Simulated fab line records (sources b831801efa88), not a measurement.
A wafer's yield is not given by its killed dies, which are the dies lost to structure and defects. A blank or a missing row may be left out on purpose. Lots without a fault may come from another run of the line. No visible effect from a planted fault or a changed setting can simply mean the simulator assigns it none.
Chamber matching | flow sky130 | rieSi-02 running SKY_POLY_GATE_ETCH_17: 4 sister chambers
The step etches poly-Si in HBr/Cl2, stops on SiO2, target depth 180 nm, time 70.5 s. 4 wafers are shown with their chamber, then 8 later ones without.

== WAFERS PAIRED WITH THEIR CHAMBERS ==
wafer  | chamber | drypumpMotorCurrentA (A)
L806.3 | 2       | 6.8
L807.1 | 0       | 5.5
L815.5 | 3       | 6.0
L817.1 | 1       | 5.7

== WAFERS WHOSE CHAMBER IS MISSING ==
wafer  | drypumpMotorCurrentA (A)
L817.3 | 6.8
L817.6 | 5.7
L819.1 | 5.7
L819.3 | 6.8
L819.6 | 5.8
L820.1 | 5.7
L820.2 | 6.9
L820.4 | 6.0

== WHICH CHAMBER EACH WENT THROUGH ==
wafer  | from the rows above | in truth
L817.3 | 2                   | 2
L817.6 | 1                   | 1
L819.1 | 1                   | 1
L819.3 | 2                   | 2
L819.6 | 1                   | 1
L820.1 | 1                   | 1
L820.2 | 2                   | 2
L820.4 | 3                   | 3
8 of 8 placed correctly. Can't be placed from these rows: 0. Number placed wrongly: 0.
How it was worked out, from the rows above alone: a wafer's distance from a chamber is the root of the sum, over the readings, of the square of ((its reading less the chamber's mean) divided by the reading's scatter). If the next closest chamber is less than 2 further off than the closest, the wafer can't be placed; otherwise it belongs to the closest. A chamber's mean is the mean of its shown wafers. The scatter (one wafer shown for each chamber): square how far every hidden wafer sits from the nearest shown wafer, average those squares and take the square root.
